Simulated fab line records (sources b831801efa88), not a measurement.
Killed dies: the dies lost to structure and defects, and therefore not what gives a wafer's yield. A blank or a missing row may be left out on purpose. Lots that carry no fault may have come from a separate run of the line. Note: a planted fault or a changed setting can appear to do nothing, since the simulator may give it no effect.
fab line records    flow sky130
record: lots: 5  wafers: 15  last_day: 50
route steps=708 shown METAL2@497 VIA2@507 METAL3@532 CAPM@537 PAD_OPEN@708
lots untouched by any fault: they come from a run of this same line in which no faults occurred
start_h: the number of hours between the record's first day and the start of the first shown wafer of the lot    wait_h: time in hours since the lot's previous step    " as in the row above    L1.1+2: several wafers, shown together as one row    - no value present, or no start provided    * or withheld: withheld    < > ~ a bound
route shown NAME@n: NAME is a module with steps in the file, n the number in the route of the first one    usual: average and standard deviation across the fault-free wafers    same: alike in all rows    chamber/n: place in a boat    sites: each site's reading    _std_site: the standard deviation of these    _edge_site: outer sites' mean less inner sites'    radius_mm: how far each site lies from the wafer's centre    mask NAME#n: copy n    behind: the tool/chamber that last shaped the wafer    hold: what put the lot on hold/how long, in hours/how the hold closed    device: the transistor (n, p or np) that didn't switch    end of line: tests run on the same wafers once the route is complete    where a step has no rows: the recipe by itself    killed: dies lost to structure and defects at the first sort, not the wafer's yield    map: a wafer's dies, marking killed ones x, the rest . and places with no die _
set.NAME: setting as actually run; set.NAME@STEP: the setting as run at that earlier step    model.NAME: the simulator's own value behind a step, which no gauge read
lots at selected steps of the route; one table per step, one row per wafer
services: from which hour (start_h, from the record's first day; less than 0 if before it) a tool's chamber was out of use, for how many hours, and why
== steps ==
step: SKY_METAL2_DEVELOP_14
recipe: develop_time_s: 60  resist: KrF-thick  dev_temp_c: 21
step: SKY_METAL2_DESCUM_17
recipe: chemistry: O2  source_power_w: 150  bias_power_w: 0  pressure_mtorr: 10  temp_c: 40  time_s: 8
step: SKY_METAL2_ETCH_18
recipe: chemistry: N2/H2  target: BARC  ion_energy_ev: 200  bias_w: 100  pressure_mtorr: 30  n2_flow_sccm: 100  h2_flow_sccm: 200  icp_w: 500  stop_on: SiO2  time_s: 45.9  target_depth_a: 600
step: SKY_METAL2_METAL_ETCH_19
recipe: target_depth_a: 3600  stop_on: SiO2  over_etch_frac: 0.3  time_s: 78  chemistry: Cl2/BCl3  resist_sidewall_deg: 88  pressure_mtorr: 10  icp_w: 900  bias_w: 48.5  Cl2_flow_sccm: 60  bcl3_flow_sccm: 30
step: SKY_METAL2_STRIP_20
recipe: chemistry: O2/N2  power_w: 1400  pressure_mtorr: 1500  platen_temp_c: withheld  o2_flow_sccm: 3000  n2_flow_sccm: 300  overash_fraction: 0.5
step: SKY_METAL2_STRIP_21
recipe: chemistry: post_etch_residue_remover  time_s: 1200  temp_c: 72.5
step: SKY_METAL2_CLEAN_22
recipe: chemistry: IPA  time_s: 180  temp_c: 25
step: SKY_METAL2_CLEAN_23
recipe: chemistry: O3/DIW  dry: n2_spin
step: SKY_VIA2_HDPCVD_00
recipe: material: SiO2  target_thk_nm: 1180  sigma_open_frac: 0.3  time_s: 196.7  temp_c: 400  sih4_flow_sccm: 60  pressure_mtorr: 6
step: SKY_VIA2_CMP_02
recipe: material: SiO2  down_force_psi: 4  platen_rpm: 60  pad_velocity_m_s: 0.94248
usual: motor_current_A: 11.7/0.78
lot.wafer  tool    chamber  start_h  wait_h  motor_current_A
L297.2     cmp-01  2        817.40   0.1     12.4
L297.4     "       0        "        "       10.9
L297.6     "       2        "        "       12.2
L302.1     cmp-02  0        862.13   0.2     11.2
L302.6     "       1        "        "       11.1
L302.5     "       2        "        "       11.7
L303.1     cmp-02  1        873.44   0.1     11.5
L303.4     "       2        "        "       11.8
L303.3     "       0        "        "       11.5
L304.1     cmp-02  3        894.07   0.1     10.9
L304.6     "       2        "        "       10.9
L304.5     "       3        "        "       11.2
L317.2     cmp-02  2        978.98   0.1     11.6
L317.4     "       3        "        "       11.0
L317.5     "       0        "        "       12.0
step: SKY_VIA2_DEHYDRATE_04
recipe: temp_c: 200  time_s: 60
step: SKY_VIA2_HMDS_05
recipe: prime_time_s: 60  prime_temp_c: 120
step: SKY_VIA2_COAT_06
recipe: resist: BARC  temp_c: withheld  time_s: withheld  spin_rpm: 3000  resist_thk_nm: 60
step: SKY_VIA2_COAT_07
recipe: resist: KrF-thick  spin_rpm: 3000  resist_thk_nm: 450
step: SKY_VIA2_SOFTBAKE_08
recipe: temp_c: 100  time_s: 90  resist: KrF-thick
step: SKY_VIA2_EXPOSE_09
recipe: mask_id: VIM2  na: 0.8  source_shape: annular  sigma_inner: 0.55  sigma_outer: 0.85  target_cd_nm: 200  dose_mj: 38
step: SKY_VIA2_PEB_10
recipe: peb_temp_c: withheld  peb_time_s: withheld  resist: KrF-thick
step: SKY_VIA2_DEVELOP_11
recipe: develop_time_s: 60  resist: KrF-thick  dev_temp_c: 21
step: SKY_VIA2_ETCH_14
recipe: chemistry: N2/H2  target: BARC  ion_energy_ev: 200  source_w: 500  bias_w: 100  pressure_mtorr: 30  n2_flow_sccm: 100  h2_flow_sccm: 200  stop_on: SiO2  time_s: 45.9  target_depth_a: 600
step: SKY_VIA2_ETCH_15
recipe: target: SiO2  chemistry: C4F8/O2/Ar  target_depth_nm: 546  stop_on: TiN  mask_material: KrF-thick  source_w: 1500  bias_w: 1200  pressure_mtorr: 40  c4f8_flow_sccm: withheld  O2_flow_sccm: 6  Ar_flow_sccm: 300  time_s: 84
step: SKY_VIA2_STRIP_16
recipe: chemistry: O2/N2  power_w: 1400  pressure_mtorr: 1500  platen_temp_c: withheld  o2_flow_sccm: 3000  n2_flow_sccm: 300  overash_fraction: 0.5
step: SKY_VIA2_STRIP_17
recipe: chemistry: post_etch_residue_remover  time_s: 1200  temp_c: 72.5
step: SKY_VIA2_CLEAN_18
recipe: chemistry: IPA  time_s: 180  temp_c: 25
step: SKY_VIA2_CLEAN_19
recipe: chemistry: O3/DIW  dry: n2_spin
step: SKY_VIA2_SPUTTER_20
recipe: material: TiN  target_thk_nm: 20  chamber_pressure_pa: 5  power_w: 4000  time_s: 80
step: SKY_VIA2_CVD_21
recipe: material: W  target_thk_nm: 420  time_s: 126.4  temp_c: 400  pressure_torr: 40
step: SKY_VIA2_CMP_24
recipe: stop_on: SiO2  t_overpolish_s: 20  down_force_psi: 3.5  platen_rpm: 60  target_thk_nm: 0  pad_velocity_m_s: 0.94248
step: SKY_METAL3_SPUTTER_00
recipe: material: Ti  target_thk_nm: 15  power_w: 3000  time_s: 10  chamber_pressure_pa: 0.4
step: SKY_METAL3_SPUTTER_01
recipe: material: TiN  target_thk_nm: 20  power_w: 6500  time_s: 16.7  chamber_pressure_pa: 0.4
step: SKY_METAL3_SPUTTER_02
recipe: material: AlCu  target_thk_nm: 735  power_w: 10600  time_s: 39.1  chamber_pressure_pa: 0.4
step: SKY_METAL3_SPUTTER_03
recipe: material: Ti  target_thk_nm: 5  power_w: 3000  time_s: 3.3  chamber_pressure_pa: 0.4
step: SKY_METAL3_SPUTTER_04
recipe: material: TiN  target_thk_nm: 70  power_w: 6500  time_s: 58.3  chamber_pressure_pa: 0.4
step: SKY_CAPM_CVD_00
recipe: material: SiO2  target_thk_nm: 15.5  temp_c: 400  time_s: withheld  rf_w: 450
step: SKY_PAD_OPEN_PROBE_99
usual: defect_limited_yield: 82.4/1.8  killed_at_M0_to_M3: 43/7.8  killed_at_M4_up: 3.2/1.7  killed_at_contacts: 24/5.2  killed_at_front_end: 15/4.5  killed_at_other: 0.4/0.65  killed_dies: 87/9.1  killed_on_rim: 17/3.5  killed_open: 47/7.3  killed_short: 40/6.5  sort_bin_3_pad_short: 0.9/0.46  sort_bin_5_function: 10.4/1.5  sort_bin_6_memory: 6.3/1  sort_n_pass: 405/9.1  sort_yield_pct: 82.4/1.8
same: gross_dies: 492  killed_at_back_side: 0  sort_bin_4_leakage[%]: 0  sort_bin_8_speed[%]: 0
lot.wafer  tool       chamber  start_h  wait_h  hold                      defect_limited_yield[%]  killed_at_M0_to_M3  killed_at_M4_up  killed_at_contacts  killed_at_front_end  killed_at_other  killed_dies  killed_on_rim  killed_open  killed_short  sort_bin_3_pad_short[%]  sort_bin_5_function[%]  sort_bin_6_memory[%]  sort_n_pass  sort_yield_pct[%]  model.etest.tester.sort_n_pass  model.etest.tester.sort_yield_pct  model.etest.tester.sort_bin_5_pct  model.etest.tester.sort_bin_6_pct  model.etest.tester.sort_bin_3_pct
L297.2     prober-02  -        1070.28  0.1     -                         79.9                     62                  4                19                  13                   1                99           23             56           43            0.8                      13.2                    6.1                   393          79.9               393                             79.88                              13.21                              6.098                              0.813
L297.4     prober-02  -        1070.38  0.2     -                         83.1                     44                  0                20                  19                   0                83           17             51           32            0.4                      10.2                    6.3                   409          83.1               409                             83.13                              10.16                              6.301                              0.4065
L297.6     prober-02  -        1070.48  0.2     -                         78.3                     45                  5                34                  23                   0                107          16             54           53            1.4                      13.6                    6.7                   385          78.3               385                             78.25                              13.62                              6.707                              1.423
L302.1     prober-01  -        1105.17  0.1     await_dispo/1.9h/release  82.3                     38                  2                27                  19                   1                87           15             53           34            0.4                      12.2                    5.1                   405          82.3               405                             82.32                              12.2                               5.081                              0.4065
L302.5     prober-01  -        1105.37  0.2     await_dispo/1.9h/release  47.4                     221                 4                18                  16                   0                259          55             40           36            4.3                      35.8                    12.6                  233          47.4               233                             47.36                              35.77                              12.6                               4.268
L302.6     prober-01  -        1105.42  0.2     await_dispo/1.9h/release  82.5                     35                  2                33                  13                   3                86           12             41           44            1.4                      8.9                     7.1                   406          82.5               406                             82.52                              8.943                              7.114                              1.423
L303.1     prober-02  -        1114.57  0.1     await_dispo/7.0h/release  84.1                     26                  3                33                  16                   0                78           14             42           36            0.8                      8.1                     6.9                   414          84.1               414                             84.15                              8.13                               6.911                              0.813
L303.3     prober-02  -        1114.67  0.2     await_dispo/7.0h/release  80.5                     42                  1                25                  28                   0                96           18             50           46            0.6                      13.6                    5.3                   396          80.5               396                             80.49                              13.62                              5.285                              0.6098
L303.4     prober-02  -        1114.72  0.2     await_dispo/7.0h/release  50.6                     206                 3                24                  10                   0                243          44             30           42            3.5                      30.5                    15.4                  249          50.6               249                             50.61                              30.49                              15.45                              3.455
L304.1     prober-01  -        1130.07  0.1     await_dispo/2.9h/release  85.2                     27                  2                21                  22                   1                73           9              33           39            1.2                      7.5                     6.1                   419          85.2               419                             85.16                              7.52                               6.098                              1.22
L304.5     prober-01  -        1130.27  0.2     await_dispo/2.9h/release  81.9                     52                  1                29                  7                    0                89           15             49           40            0.6                      12.0                    5.5                   403          81.9               403                             81.91                              11.99                              5.488                              0.6098
L304.6     prober-01  -        1130.32  0.2     await_dispo/2.9h/release  49.4                     206                 4                25                  13                   1                249          48             38           31            4.1                      32.7                    13.8                  243          49.4               243                             49.39                              32.72                              13.82                              4.065
L317.2     prober-02  -        1192.89  0.1     -                         82.1                     49                  2                26                  9                    2                88           15             38           49            1.8                      10.6                    5.5                   404          82.1               404                             82.11                              10.57                              5.488                              1.829
L317.4     prober-02  -        1192.99  0.2     -                         84.8                     30                  3                27                  13                   2                75           13             37           38            1.4                      8.5                     5.3                   417          84.8               417                             84.76                              8.537                              5.285                              1.423
L317.5     prober-02  -        1193.04  0.2     -                         83.9                     35                  2                25                  16                   1                79           20             38           41            1.0                      9.8                     5.3                   413          83.9               413                             83.94                              9.756                              5.285                              1.016
killed by level:class
L297.2 VIA2:geometric_particle:open=11 VIA3:geometric_particle:open=11 VIA1:geometric_particle:open=9 METAL1:geometric_particle:short=9 VIA1:geometric_particle:short=6 FIELD_ISO:geometric_particle:open=5 LI_CONTACT:geometric_particle:open=5 LOCAL_INTERCONNECT:geometric_particle:short=5
L297.4 VIA3:geometric_particle:open=11 CONTACT:geometric_particle:open=9 POLY_GATE:geometric_particle:open=8 VIA1:geometric_particle:open=8 VIA1:geometric_particle:short=5 VIA2:geometric_particle:short=4 METAL2:geometric_particle:short=4 VIA2:geometric_particle:open=4
L297.6 VIA1:geometric_particle:open=13 LI_CONTACT:geometric_particle:open=10 CONTACT:geometric_particle:open=10 CONTACT:geometric_particle:short=8 POLY_GATE:geometric_particle:short=8 FIELD_ISO:geometric_particle:short=7 VIA1:geometric_particle:short=7 VIA3:geometric_particle:open=6
L302.1 VIA1:geometric_particle:open=10 LI_CONTACT:geometric_particle:open=9 VIA2:geometric_particle:open=9 METAL2:geometric_particle:short=8 CONTACT:geometric_particle:open=8 FIELD_ISO:geometric_particle:open=5 FIELD_ISO:geometric_particle:short=4 CONTACT:geometric_particle:short=4
L302.5 VIA2:unspecified=182 VIA1:geometric_particle:open=12 METAL1:geometric_particle:short=8 CONTACT:geometric_particle:open=7 VIA3:geometric_particle:open=7 FIELD_ISO:geometric_particle:open=5 FIELD_ISO:geometric_particle:short=5 CONTACT:geometric_particle:short=4
L302.6 CONTACT:geometric_particle:open=13 VIA1:geometric_particle:open=10 LOCAL_INTERCONNECT:geometric_particle:short=7 CONTACT:geometric_particle:short=6 POLY_GATE:geometric_particle:open=5 VIA1:geometric_particle:short=5 FIELD_ISO:geometric_particle:short=4 LI_CONTACT:geometric_particle:open=4
L303.1 CONTACT:geometric_particle:open=10 CONTACT:geometric_particle:short=7 LI_CONTACT:geometric_particle:open=6 VIA1:geometric_particle:open=6 FIELD_ISO:geometric_particle:open=5 LOCAL_INTERCONNECT:geometric_particle:short=5 FIELD_ISO:geometric_particle:short=4 POLY_GATE:geometric_particle:open=4
L303.3 CONTACT:geometric_particle:open=12 VIA1:geometric_particle:short=8 VIA1:geometric_particle:open=8 FIELD_ISO:geometric_particle:open=7 CONTACT:geometric_particle:short=7 METAL1:geometric_particle:short=7 FIELD_ISO:geometric_particle:short=6 VIA3:geometric_particle:open=6
L303.4 VIA2:unspecified=171 LI_CONTACT:geometric_particle:open=7 VIA1:geometric_particle:open=7 LOCAL_INTERCONNECT:geometric_particle:short=6 CONTACT:geometric_particle:open=6 VIA3:geometric_particle:open=6 LI_CONTACT:geometric_particle:short=5 METAL1:geometric_particle:short=5
L304.1 POLY_GATE:geometric_particle:short=7 LI_CONTACT:geometric_particle:open=6 CONTACT:geometric_particle:open=5 VIA1:geometric_particle:open=5 VIA3:geometric_particle:open=5 FIELD_ISO:geometric_particle:short=4 FIELD_ISO:geometric_particle:open=4 CONTACT:geometric_particle:short=4
L304.5 CONTACT:geometric_particle:open=13 VIA1:geometric_particle:open=9 METAL2:geometric_particle:short=8 VIA1:geometric_particle:short=7 VIA3:geometric_particle:open=6 CONTACT:geometric_particle:short=6 VIA2:geometric_particle:open=6 LOCAL_INTERCONNECT:geometric_particle:short=5
L304.6 VIA2:unspecified=180 CONTACT:geometric_particle:open=12 LI_CONTACT:geometric_particle:open=7 VIA1:geometric_particle:open=6 POLY_GATE:geometric_particle:open=5 METAL1:geometric_particle:short=5 FIELD_ISO:geometric_particle:short=3 POLY_GATE:geometric_particle:short=3
L317.2 VIA1:geometric_particle:open=9 CONTACT:geometric_particle:open=8 METAL1:geometric_particle:short=7 METAL3:geometric_particle:short=7 LOCAL_INTERCONNECT:geometric_particle:short=6 VIA1:geometric_particle:short=6 LI_CONTACT:geometric_particle:open=5 CONTACT:geometric_particle:short=5
L317.4 VIA1:geometric_particle:open=9 CONTACT:geometric_particle:open=9 VIA3:geometric_particle:open=7 LI_CONTACT:geometric_particle:open=7 LOCAL_INTERCONNECT:geometric_particle:short=6 FIELD_ISO:geometric_particle:short=4 POLY_GATE:geometric_particle:short=4 METAL1:geometric_particle:short=4
L317.5 CONTACT:geometric_particle:short=9 LI_CONTACT:geometric_particle:open=8 VIA1:geometric_particle:open=6 POLY_GATE:geometric_particle:open=5 VIA3:geometric_particle:open=5 FIELD_ISO:geometric_particle:short=4 POLY_GATE:geometric_particle:short=4 CONTACT:geometric_particle:open=4
map L302.5 (x killed, . not)
__________xxxx..x.xx_________
________xxxx.xx..x...._______
______xxxx.x.x.x..x..x.x_____
_____x..x..xx..xx.x..x...____
____x.xx.x.x.x.xx.xxx.x..x___
___..xx.x.x.xx......xx...xx__
__x.x.x..x.xxxx.x.xx.xxxx.xx_
_xxx..xx.xxx.xxx.......xxxx.x
_x.xx..x.x.....x......xx.xxx.
_x...x...x..xxxxxx..xx..x.xxx
_x.x....x.xxxx..x.x.....x..x.
_.x.xx.xx.x.xxxxxxx.xxx.x.xxx
_x.x..x.xxxx.x........x..x.x.
_xx.xx.x.xxx.x.x..x.x.xx...x.
_x.xxxxxx.xxx.x.xx.........xx
__x...xxxxx..xxx..x..xx.xx.._
___x..xxxx..x.xxx.xx..xxx.x__
____xxx..x.xxx.x.xxxxxx...___
_____x..x...xx..xx.xxxx..____
______x.x...x....x.x.xxx_____
________x.x..xx.xx..x._______
__________x.xx...x.x_________
map L303.4 (x killed, . not)
__________....x.xx.x_________
________....xx.x.xx..._______
______x.xx.x.x.x..xx.x.._____
_____x.x.x...x.x.....xxx.____
____xxx.x......xx....xxx.x___
___xxxx...x..x.x...xx.xxxxx__
__..xx.xxx..xxx.xxx...x.x.x._
_..xxxx..xx....xxx..x..xxx...
_xxxx.x.x..x...x.xxx..x.xxxxx
_...x.x..xxx..xx.x.....x..xxx
_.x.xx.x..x..x.x..xx.x..xxxxx
_xx.x.xx.x..xxx.xxx.....x..xx
_.xxxx..x..xxxx....x.x.xxx.xx
_xx..x.x..xxx...x.xxx.x..x.x.
_..xxx.xxxxx.x..xx..x.x....x.
__xxx.xxx..xxx...x..x.xxx..x_
___...xx...x....xxxx..x.x.x__
____x.x..x........x...xx..___
_____x...xx..x..xx.xx...x____
______..xx..xxxxx..x...x_____
________xxxx..xx.xx.x._______
__________x....xxx.x_________
== services ==
tool    chamber  start_h  hours  kind
cmp-01  -        865.34   0.4    repair
cmp-01  -        897.77   2.9    repair
cmp-02  -        912.00   4.0    pm
cmp-02  -        916.00   -      consumable_replace:conditioner
cmp-02  -        916.00   -      consumable_replace:pad
cmp-02  -        940.30   20.5   pm
cmp-01  -        960.99   6.4    pm
cmp-02  -        962.09   1.8    repair
cmp-02  -        973.89   1.0    repair
== key ==
first_sign: step: SKY_PAD_OPEN_PROBE_99  reading: killed_at_M0_to_M3  direction: up  sigmas: 22  usual: 43  struck: 211
effect: step: SKY_PAD_OPEN_PROBE_99  reading: defect_limited_yield  direction: down  sigmas: 18  usual: 82.4  struck: 49.1
model_effect: step: SKY_PAD_OPEN_PROBE_99  value: etest.tester.sort_n_pass  without: 399.3  struck: 241.7
met_at SKY_VIA2_CMP_02
struck_wafers L302.5,L303.4,L304.6
fault: kind: chamber_particle_source  tool: cmp-02  chamber: 2  onset_h: 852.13  steps: SKY_VIA2_CMP_02  rate_per_visit_cm2: 0.88572  end_h: 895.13
